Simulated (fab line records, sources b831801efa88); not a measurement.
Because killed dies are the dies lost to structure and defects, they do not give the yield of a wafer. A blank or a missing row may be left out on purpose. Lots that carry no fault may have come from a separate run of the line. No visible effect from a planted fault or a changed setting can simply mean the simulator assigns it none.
Matching of chambers | flow sky130 | rieDiel-01 running SKY_FIELD_ISO_ETCH_14: 4 sister chambers
The step etches BARC in N2/H2, stops on SiO2, time 45.9 s, target depth 60 nm. 8 wafers are shown with their chamber, then 7 later ones without.

EACH WAFER AND ITS CHAMBER
wafer  | chamber | drypumpMotorCurrentA (A) | throttleValvePct (%)
L642.6 | 1       | 5.8                      | 13.230
L650.1 | 3       | 5.9                      | 13.234
L650.2 | 0       | 6.7                      | 13.219
L660.3 | 0       | 6.6                      | 13.216
L660.4 | 3       | 6.0                      | 13.222
L660.5 | 2       | 6.4                      | 13.225
L661.1 | 1       | 5.8                      | 13.220
L661.3 | 2       | 6.4                      | 13.214

WAFERS WITHOUT THEIR CHAMBER
wafer  | drypumpMotorCurrentA (A) | throttleValvePct (%)
L661.6 | 6.7                      | 13.234
L662.1 | 5.8                      | 13.242
L662.2 | 6.4                      | 13.228
L662.4 | 6.7                      | 13.212
L663.1 | 6.4                      | 13.223
L663.2 | 6.0                      | 13.231
L663.5 | 6.0                      | 13.225

EACH ONE'S CHAMBER
wafer  | from the rows above     | in truth
L661.6 | 0                       | 0
L662.1 | can't be placed: 1 or 3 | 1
L662.2 | 2                       | 2
L662.4 | 0                       | 0
L663.1 | 2                       | 2
L663.2 | 3                       | 3
L663.5 | 3                       | 3
Correctly placed: 6 of 7. From these rows, 1 cannot be placed; in 1 the true chamber is one of the candidates. Placed wrongly: 0.
How it was worked out, from the rows above alone: a wafer's distance from a chamber is the root of the sum, over the readings, of the square of ((its reading less the chamber's mean) divided by the reading's scatter). If the next closest chamber is less than 2 further off than the closest, the wafer can't be placed; otherwise it belongs to the closest. For every chamber, the mean is computed from those of its wafers that are shown. How the scatter is found: for the shown wafers, subtract from each reading the mean of its chamber, square and add these, divide the total by (wafers less chambers), then take the root.
